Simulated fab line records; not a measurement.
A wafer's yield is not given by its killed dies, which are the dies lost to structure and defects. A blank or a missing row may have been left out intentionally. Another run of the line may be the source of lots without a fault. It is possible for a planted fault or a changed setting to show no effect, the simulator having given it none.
fab line records | flow sky130
record: lots: 6 | wafers: 18 | last-day: 50
route steps=708 shown VT_ADJUST_NCORE@125 VT_ADJUST_HVTR@131
lots untouched by any fault: they come from a run of this same line in which no faults occurred
start-h: the number of hours between the record's first day and the start of the first shown wafer of the lot | wait-h: hours since the lot's step before | " as in the row above | L1.1+2: one row covering several wafers at once | - no value, or no start was given | * or withheld: withheld | < > ~ a bound
route shown NAME@n: a module of which the file shows steps, and the number in the route of the first | usual: mean/standard deviation taken from wafers without a fault | same: alike in all rows | chamber/n: place in a boat | sites: per-site readings | _std_site: the values' standard deviation | _edge_site: the outer-site mean with the inner-site mean subtracted | radius-mm: how far each site lies from the wafer's centre | mask NAME#n: copy n | behind: the tool/chamber that last shaped the wafer | hold: why the lot went on hold/how many hours it stayed there/how the hold came to an end | device: which transistor (n, p or np) failed to switch | end of line: the route-end tests of the same wafers | step lacking rows: just its recipe | killed: dies lost to structure and defects at the first sort, not the wafer's yield | map: shows each die of a wafer: x if killed, . if not, _ if none is there
set.NAME: the setting that was run; set.NAME@STEP: the one run at that earlier step | model.NAME: the simulator's own value behind a step, which no gauge read
a table for each step, a row for each wafer; lots at some steps of the route
services: when a tool's chamber went out of use (start-h, in hours from the record's first day, below 0 if earlier), for how many hours, and the reason
== steps ==
step: SKY_VT_ADJUST_NCORE_DEVELOP_06
recipe: resist: NOVOLAK | developer: TMAH | develop-time-s: 60 | dev-temp-c: 23
step: SKY_VT_ADJUST_NCORE_CD_MEAS_07
recipe: target-cd-nm: 380
usual: cd-nm: 379.3/2
lot.wafer | tool      | chamber | start-h | wait-h | cd-nm
L587.2    | cd-sem-01 | -       | 217.30  | 0.1    | 380.6
L587.3    | "         | -       | "       | "      | 381.5
L587.4    | "         | -       | "       | "      | 381.0
L595.1    | cd-sem-01 | -       | 270.48  | 0.1    | 381.4
L595.2    | "         | -       | "       | "      | 382.6
L595.3    | "         | -       | "       | "      | 383.7
L596.3    | cd-sem-01 | -       | 272.84  | 0.1    | 381.4
L596.5    | "         | -       | "       | "      | 383.3
L596.6    | "         | -       | "       | "      | 383.3
L600.1    | cd-sem-01 | -       | 305.38  | 0.1    | 378.3
L600.4    | "         | -       | "       | "      | 379.6
L600.6    | "         | -       | "       | "      | 379.2
L604.2    | cd-sem-01 | -       | 333.20  | 0.1    | 378.3
L604.3    | "         | -       | "       | "      | 378.9
L604.4    | "         | -       | "       | "      | 376.4
L605.1    | cd-sem-02 | -       | 340.75  | 0.1    | 378.1
L605.4    | "         | -       | "       | "      | 380.8
L605.5    | "         | -       | "       | "      | 379.8
step: SKY_VT_ADJUST_NCORE_OVL_MEAS_08
usual: VT_ADJUST_NCORE_OVL: -0.8/1.3
lot.wafer | tool       | chamber | start-h | wait-h | VT_ADJUST_NCORE_OVL[nm]
L587.2    | overlay-02 | -       | 217.40  | 0.1    | -0.8
L587.3    | "          | -       | "       | "      | -0.6
L587.4    | "          | -       | "       | "      | -0.3
L595.1    | overlay-01 | -       | 270.60  | 0.1    | 0.4
L595.2    | "          | -       | "       | "      | 0.6
L595.3    | "          | -       | "       | "      | 1.5
L596.3    | overlay-02 | -       | 272.93  | 0.1    | 0.9
L596.5    | "          | -       | "       | "      | 0.9
L596.6    | "          | -       | "       | "      | 0.0
L600.1    | overlay-01 | -       | 305.50  | 0.1    | -0.3
L600.4    | "          | -       | "       | "      | 0.3
L600.6    | "          | -       | "       | "      | 0.6
L604.2    | overlay-01 | -       | 333.30  | 0.1    | 0.0
L604.3    | "          | -       | "       | "      | 0.3
L604.4    | "          | -       | "       | "      | 0.8
L605.1    | overlay-01 | -       | 340.87  | 0.1    | -1.1
L605.4    | "          | -       | "       | "      | -2.0
L605.5    | "          | -       | "       | "      | -1.1
step: SKY_VT_ADJUST_NCORE_IMPLANT_09
recipe: species: B | energy-kev: 10 | dose-cm2: 2.4e+12 | tilt-deg: withheld
step: SKY_VT_ADJUST_NCORE_STRIP_10
recipe: chemistry: O2/N2 | power-w: 1400 | pressure-mtorr: 1500 | platen-temp-c: withheld | o2-flow-sccm: 3000 | n2-flow-sccm: 300 | overash-fraction: 0.5
usual: drypump-motor-current-A: 5.8/0.56 | oes-product-au: 0.715/0.0047 | strip-time-to-endpoint-s: 14.18/0.043
lot.wafer | tool            | chamber | start-h | wait-h | drypump-motor-current-A | oes-product-au | rf-hours-counter-h | strip-time-to-endpoint-s
L587.2    | plasma-asher-03 | 1       | 217.58  | 0.1    | 5.8                     | 0.712          | 56                 | 14.19
L587.3    | "               | 0       | "       | "      | 4.7                     | 0.723          | -                  | 14.16
L587.4    | "               | 1       | "       | "      | 5.9                     | 0.723          | -                  | 14.22
L595.1    | plasma-asher-04 | 1       | 270.78  | 0.1    | 6.5                     | 0.720          | 15                 | 14.16
L595.2    | "               | 0       | "       | "      | 6.0                     | 0.710          | 15                 | 14.19
L595.3    | "               | 0       | "       | "      | 6.0                     | 0.717          | -                  | 14.14
L596.3    | plasma-asher-03 | 0       | 273.14  | 0.1    | 4.7                     | 0.715          | -                  | 14.10
L596.5    | "               | 1       | "       | "      | 5.9                     | 0.713          | -                  | 14.13
L596.6    | "               | 0       | "       | "      | 4.7                     | 0.723          | -                  | 14.08
L600.1    | plasma-asher-04 | 1       | 305.69  | 0.1    | 6.5                     | 0.714          | 19                 | 14.15
L600.4    | "               | 1       | "       | "      | 6.5                     | 0.718          | -                  | 14.16
L600.6    | "               | 1       | "       | "      | 6.5                     | 0.719          | -                  | 14.19
L604.2    | plasma-asher-04 | 0       | 333.48  | 0.1    | 6.0                     | 0.719          | 22                 | 14.21
L604.3    | "               | 1       | "       | "      | 6.5                     | 0.715          | -                  | 14.17
L604.4    | "               | 0       | "       | "      | 6.0                     | 0.716          | -                  | 14.22
L605.1    | plasma-asher-03 | 1       | 341.21  | 0.2    | 5.9                     | 0.720          | 70                 | 14.30
L605.4    | "               | 1       | "       | "      | 5.9                     | 0.708          | -                  | 14.22
L605.5    | "               | 0       | "       | "      | 4.7                     | 0.713          | -                  | 14.23
step: SKY_VT_ADJUST_NCORE_TW_MEAS_11
usual: VT_ADJUST_NCORE_TW: 217.7/2.5
lot.wafer | tool          | chamber | start-h | wait-h | VT_ADJUST_NCORE_TW
L587.2    | film-metro-03 | -       | 217.69  | 0.1    | 215.3
L587.3    | "             | -       | "       | "      | 215.1
L587.4    | "             | -       | "       | "      | 214.8
L595.1    | film-metro-02 | -       | 270.88  | 0.1    | 221.8
L595.2    | "             | -       | "       | "      | 220.2
L595.3    | "             | -       | "       | "      | 221.9
L596.3    | film-metro-04 | -       | 273.23  | 0.1    | 218.3
L596.5    | "             | -       | "       | "      | 217.2
L596.6    | "             | -       | "       | "      | 218.2
L600.1    | film-metro-04 | -       | 305.79  | 0.1    | 215.7
L600.4    | "             | -       | "       | "      | 217.0
L600.6    | "             | -       | "       | "      | 214.8
L604.2    | film-metro-04 | -       | 333.59  | 0.1    | 218.2
L604.3    | "             | -       | "       | "      | 216.8
L604.4    | "             | -       | "       | "      | 216.3
L605.1    | film-metro-04 | -       | 341.31  | 0.1    | 216.1
L605.4    | "             | -       | "       | "      | 216.7
L605.5    | "             | -       | "       | "      | 217.1
step: SKY_VT_ADJUST_HVTR_DEHYDRATE_00
recipe: temp-c: 200 | time-s: 60
step: SKY_VT_ADJUST_HVTR_HMDS_01
recipe: prime-time-s: 60 | prime-temp-c: 120
step: SKY_VT_ADJUST_HVTR_COAT_02
recipe: resist: NOVOLAK | spin-rpm: 3000 | resist-thk-nm: 1140
step: SKY_VT_ADJUST_HVTR_SOFTBAKE_03
recipe: temp-c: 90 | time-s: 60 | resist: NOVOLAK
step: SKY_VT_ADJUST_HVTR_EXPOSE_04
recipe: mask-id: HVTRM | target-cd-nm: 380 | na: 0.6 | source-shape: conventional | sigma-outer: 0.6 | dose-mj: 150
step: SKY_VT_ADJUST_HVTR_PEB_05
recipe: temp-c: withheld | time-s: * | resist: NOVOLAK
step: SKY_VT_ADJUST_HVTR_DEVELOP_06
recipe: develop-time-s: 60 | dev-temp-c: 23
usual: chill-plate-temp-C: 23.01/0.11 | develop-time-s: 60/0
lot.wafer | tool           | chamber | start-h | wait-h | chill-plate-temp-C | develop-time-s
L587.2    | litho-track-02 | 0       | 239.92  | 0.1    | 22.97              | 60
L587.3    | "              | 0       | "       | "      | 23.04              | 60
L587.4    | "              | 0       | "       | "      | 23.09              | 60
L595.1    | litho-track-03 | -       | 295.13  | 0.1    | -                  | -
L595.2    | "              | -       | "       | "      | -                  | -
L595.3    | "              | -       | "       | "      | -                  | -
L596.3    | litho-track-04 | -       | 297.18  | 0.1    | -                  | -
L596.5    | "              | -       | "       | "      | -                  | -
L596.6    | "              | -       | "       | "      | -                  | -
L600.1    | litho-track-03 | 0       | 329.38  | 0.1    | 23.10              | 60
L600.4    | "              | 0       | "       | "      | 23.06              | 60
L600.6    | "              | 0       | "       | "      | 23.07              | 60
L604.2    | litho-track-02 | 0       | 360.52  | 0.1    | 22.88              | 60
L604.3    | "              | 0       | "       | "      | 23.06              | 60
L604.4    | "              | 0       | "       | "      | 22.98              | 60
L605.1    | litho-track-03 | 0       | 367.98  | 0.1    | 23.10              | 60
L605.4    | "              | 0       | "       | "      | 22.94              | 60
L605.5    | "              | 0       | "       | "      | 23.15              | 60
step: SKY_VT_ADJUST_HVTR_CD_MEAS_07
recipe: target-cd-nm: 380
usual: cd-nm: 380.0/2.8
lot.wafer | tool      | chamber | start-h | wait-h | cd-nm
L587.2    | cd-sem-02 | -       | 240.07  | 0.1    | 378.7
L587.3    | "         | -       | "       | "      | 381.9
L587.4    | "         | -       | "       | "      | 383.0
L595.1    | cd-sem-01 | -       | 295.28  | 0.1    | -
L595.2    | "         | -       | "       | "      | -
L595.3    | "         | -       | "       | "      | -
L596.3    | cd-sem-02 | -       | 297.32  | 0.1    | -
L596.5    | "         | -       | "       | "      | -
L596.6    | "         | -       | "       | "      | -
L600.1    | cd-sem-02 | -       | 329.53  | 0.1    | 379.9
L600.4    | "         | -       | "       | "      | 382.9
L600.6    | "         | -       | "       | "      | 380.1
L604.2    | cd-sem-01 | -       | 360.67  | 0.1    | 381.0
L604.3    | "         | -       | "       | "      | 381.5
L604.4    | "         | -       | "       | "      | 380.7
L605.1    | cd-sem-01 | -       | 368.20  | 0.2    | 387.9
L605.4    | "         | -       | "       | "      | 383.5
L605.5    | "         | -       | "       | "      | 387.7
== services ==
tool            | chamber | start-h | hours | kind
plasma-asher-04 | -       | 203.15  | 1.4   | repair
plasma-asher-04 | -       | 320.73  | 2.9   | repair
plasma-asher-04 | -       | 350.92  | 3.7   | repair
== key ==
first-sign: step: SKY_VT_ADJUST_HVTR_DEVELOP_06 | reading: tool-record | direction: missing
effect none on later readings
met-at SKY_VT_ADJUST_HVTR_DEVELOP_06
struck-wafers L595.1,L595.2,L595.3,L596.3,L596.5,L596.6
sort-left-out L595.1,L595.2,L595.3,L596.3,L596.5,L596.6
tester-left-out L595,L596
fault: kind: skipped-step-whole | tool: litho-track-03,litho-track-04 | chamber: - | onset-h: 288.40 | steps: SKY_VT_ADJUST_HVTR_DEVELOP_06 | scope: struck-lots-only
tester-left-out: of these lots the tester's yield and bins aren't shown, on N5 and GAA mostly nor the transistor test; their killed dies are dies lost to structure and defects alone, not to doping, threshold or leakage, so they don't give the yield
sort-left-out: the simulated sort isn't trusted on such a fault, so these wafers' sort isn't shown, and their yield isn't known
